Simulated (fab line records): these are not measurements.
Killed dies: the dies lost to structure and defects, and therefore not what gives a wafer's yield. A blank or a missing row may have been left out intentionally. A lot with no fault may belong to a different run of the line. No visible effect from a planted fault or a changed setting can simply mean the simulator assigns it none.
Chamber matching    flow sky130    4 sister chambers for SKY_LI_CONTACT_ETCH_14 on rie diel-04
The step etches BARC in N2/H2, stops on SiO2, time 45.9 s, target depth 60 nm. 4 wafers are shown with their chamber, then 6 later ones without.

## WAFERS PAIRED WITH THEIR CHAMBERS
wafer   chamber  oes product au (a.u.)
L339.6  1        0.862
L341.1  2        0.851
L341.5  0        0.849
L341.6  3        0.854

## WAFERS WITH NO CHAMBER GIVEN
wafer   oes product au (a.u.)
L342.1  0.854
L342.2  0.856
L342.4  0.852
L346.4  0.848
L346.5  0.859
L346.6  0.858

## WHICH CHAMBER EACH ONE RAN IN
wafer   from the rows above           in truth
L342.1  can't be placed: 3 or 2       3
L342.2  can't be placed: 3 or 2 or 1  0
L342.4  can't be placed: 2 or 3 or 0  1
L346.4  can't be placed: 0 or 2       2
L346.5  can't be placed: 1 or 3       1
L346.6  can't be placed: 1 or 3 or 2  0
0 of 6 placed correctly. Not placeable from these rows: 6 (in 3, the candidates include the true chamber). 0 placed wrongly.
How it was worked out, from the rows above alone: a wafer's distance from a chamber is the root of the sum, over the readings, of the square of ((its reading less the chamber's mean) divided by the reading's scatter). The wafer belongs to the nearest chamber; if the next one is less than 2 further off, it can't be placed. A chamber's mean is the mean of its shown wafers. The scatter (one wafer shown for each chamber): square how far every hidden wafer sits from the nearest shown wafer, average those squares and take the square root.
